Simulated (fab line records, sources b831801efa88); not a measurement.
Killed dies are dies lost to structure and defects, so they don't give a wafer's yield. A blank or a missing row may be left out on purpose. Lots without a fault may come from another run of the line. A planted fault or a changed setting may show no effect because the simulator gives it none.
Which tool did it? | flow sky130 | 14 lots, 42 wafers sampled, at 5 steps of a route of 708

WHAT THE GAUGES READ, wafer by wafer
SKY_GATE_OXIDE_TW_MEAS_14. Usual: GATE_OXIDE_TW 224.3, standard deviation 1.7.
lot  | measured     | on            | GATE_OXIDE_TW     | flag
L438 | day 13 23:11 | film_metro-03 | 225.0 223.4 225.2 |
L440 | day 14 17:04 | film_metro-03 | 222.3 221.1 223.4 |
L442 | day 16 11:08 | film_metro-01 | 225.6 224.9 225.8 |
L444 | day 16 22:25 | film_metro-01 | 225.4 224.9 227.3 |
L446 | day 17 16:28 | film_metro-03 | 221.8 223.3 222.4 |
L447 | day 17 16:35 | film_metro-02 | 222.7 223.2 223.4 |
L453 | day 19 14:55 | film_metro-01 | 226.6 224.4 225.2 |
L452 | day 19 15:05 | film_metro-01 | 225.7 227.0 225.1 |
L455 | day 20 05:58 | film_metro-03 | 224.2 224.2 223.3 |
L456 | day 20 15:56 | film_metro-01 | 227.2 227.0 226.6 |
L457 | day 20 18:10 | film_metro-03 | 224.4 223.6 223.9 |
L459 | day 21 20:27 | film_metro-03 | 224.9 223.2 225.0 |
L460 | day 22 01:34 | film_metro-02 | 221.8 221.6 222.9 |
L461 | day 22 02:54 | film_metro-03 | 225.2 224.4 225.4 |

SKY_POLY_GATE_THK_MEAS_04. Usual: POLY_GATE_CVD_03_THK 75.4 nm, standard deviation 0.68.
lot  | measured     | on            | POLY_GATE_CVD_03_THK (nm) | flag
L438 | day 15 11:15 | film_metro-02 | 74.0 74.3 74.3            |
L440 | day 16 00:54 | film_metro-03 | 75.6 75.8 75.6            |
L442 | day 18 04:13 | film_metro-03 | 75.6 75.6 75.6            |
L444 | day 18 12:29 | film_metro-02 | 74.7 74.3 75.2            |
L446 | day 19 06:28 | film_metro-03 | 75.1 75.4 76.3            |
L447 | day 19 06:28 | film_metro-04 | 76.2 76.5 76.4            |
L453 | day 21 02:42 | film_metro-04 | 74.8 75.1 75.4            |
L452 | day 21 06:50 | film_metro-02 | 75.1 75.0 75.5            |
L455 | day 21 16:59 | film_metro-03 | 75.0 75.5 75.7            |
L456 | day 22 03:12 | film_metro-04 | 75.7 75.7 75.6            |
L457 | day 22 05:05 | film_metro-03 | 75.0 75.8 75.7            |
L459 | day 23 08:34 | film_metro-03 | 75.4 75.7 75.5            |
L460 | day 23 11:24 | film_metro-02 | 74.4 74.5 74.6            |
L461 | day 23 13:28 | film_metro-04 | 75.2 75.7 75.6            |

SKY_LDD_HVN_OVL_MEAS_07. Usual: LDD_HVN_OVL 0.5 nm, standard deviation 1.3.
lot  | measured     | on         | LDD_HVN_OVL (nm) | flag
L438 | day 20 14:17 | overlay-02 | 1.1 0.5 2.5      |
L440 | day 21 04:44 | overlay-01 | 1.1 1.1 2.3      |
L442 | day 23 09:59 | overlay-01 | -1.6 -3.7 -2.9   |
L444 | day 23 18:41 | overlay-02 | -0.5 -1.5 -1.3   |
L446 | day 24 11:11 | overlay-02 | -0.3 -0.4 0.3    |
L447 | day 24 12:50 | overlay-01 | -0.2 1.3 0.0     |
L453 | day 26 04:46 | overlay-02 | -0.3 0.2 -0.4    |
L452 | day 26 10:20 | overlay-01 | 1.6 1.8 1.0      |
L455 | day 26 19:35 | overlay-02 | 1.2 0.8 1.0      |
L456 | day 27 04:02 | overlay-01 | -0.3 -0.6 0.7    |
L457 | day 27 06:08 | overlay-02 | 1.1 1.3 2.3      |
L459 | day 28 08:38 | overlay-02 | 1.5 1.2 -0.7     |
L460 | day 28 10:52 | overlay-01 | 1.5 1.5 0.3      |
L461 | day 28 14:35 | overlay-02 | -1.0 0.4 -1.0    |

SKY_LDD_HVN_TW_MEAS_10. Usual: LDD_HVN_TW 1438, standard deviation 12.
lot  | measured     | on            | LDD_HVN_TW     | flag
L438 | day 20 14:35 | film_metro-04 | 1458 1459 1457 |
L440 | day 21 05:01 | film_metro-02 | 1424 1429 1430 |
L442 | day 23 10:16 | film_metro-03 | 1431 1433 1444 |
L444 | day 23 18:58 | film_metro-04 | 1441 1447 1454 |
L446 | day 24 11:28 | film_metro-03 | 1290 1290 1294 | OFF
L447 | day 24 13:07 | film_metro-04 | 1291 1294 1292 | OFF
L453 | day 26 05:04 | film_metro-02 | 1423 1428 1436 |
L452 | day 26 10:38 | film_metro-04 | 1443 1448 1437 |
L455 | day 26 19:52 | film_metro-02 | 1427 1430 1426 |
L456 | day 27 04:19 | film_metro-02 | 1432 1428 1421 |
L457 | day 27 06:25 | film_metro-04 | 1458 1462 1452 |
L459 | day 28 08:56 | film_metro-02 | 1424 1423 1421 |
L460 | day 28 11:10 | film_metro-03 | 1442 1446 1456 |
L461 | day 28 14:53 | film_metro-03 | 1443 1448 1445 |

WHICH TOOL RAN EACH LOT (tool, then ch and the chambers of the sampled wafers, then the start)
lot  | SKY_LDD_HVN_IMPLANT_08
L438 | implanter-01 ch 0, day 20 14:22
L440 | implanter-04 ch 0, day 21 04:47
L442 | implanter-01 ch 0, day 23 10:02
L444 | implanter-01 ch 0, day 23 18:43
L446 | implanter-01 ch 0, day 24 11:14
L447 | implanter-01 ch 0, day 24 12:53
L453 | implanter-03 ch 0, day 26 04:49
L452 | implanter-03 ch 0, day 26 10:25
L455 | implanter-03 ch 0, day 26 19:37
L456 | implanter-04 ch 0, day 27 04:05
L457 | implanter-03 ch 0, day 27 06:10
L459 | implanter-01 ch 0, day 28 08:44
L460 | implanter-01 ch 0, day 28 10:55
L461 | implanter-03 ch 0, day 28 14:41
- SKY_LDD_HVN_IMPLANT_08

WHAT THE TOOLS THEMSELVES READ (means of the sampled wafers that have a number; where no wafer has one, the mark that the record gives instead)
SKY_LDD_HVN_IMPLANT_08. Usual: tilt_deg 40.003 degrees, standard deviation 0.024.
lot  | tool         | tilt_deg (degrees) | flag
L438 | implanter-01 | 39.961             |
L440 | implanter-04 | 40.030             |
L442 | implanter-01 | 39.993             |
L444 | implanter-01 | 40.009             |
L446 | implanter-01 | 0.007              | OFF
L447 | implanter-01 | -0.003             | OFF
L453 | implanter-03 | 40.015             |
L452 | implanter-03 | 40.012             |
L455 | implanter-03 | 40.022             |
L456 | implanter-04 | 39.999             |
L457 | implanter-03 | 40.009             |
L459 | implanter-01 | 40.008             |
L460 | implanter-01 | 40.025             |
L461 | implanter-03 | 39.979             |

THE ANSWER, worked out from the rows above alone
Rule: a lot is off if the mean of its wafers that have a number lies more than 3 standard deviations from the usual mean. A lot without any number at a reading at which 4 lots or more have one is off too. The other lots that the step has rows for count as sound. The gauges are gone through in route order, then the tools' own readings, and for those a lot's mean is taken as printed above. The first step at which some lot is off is used, and at that step the reading that is off furthest; a lot without a number counts as furthest.
Off: L446, L447, at SKY_LDD_HVN_TW_MEAS_10 (LDD_HVN_TW).
A tool fits if, at a process step before that reading, it ran every lot that is off, and no sound lot after the first of them. The gauges at SKY_LDD_HVN_TW_MEAS_10 aren't tried: what is off there is off at SKY_LDD_HVN_IMPLANT_08 too, on other tools, and a gauge's error can't cause that. None of those tried fits.

WHAT THE SIMULATOR HAD PUT IN
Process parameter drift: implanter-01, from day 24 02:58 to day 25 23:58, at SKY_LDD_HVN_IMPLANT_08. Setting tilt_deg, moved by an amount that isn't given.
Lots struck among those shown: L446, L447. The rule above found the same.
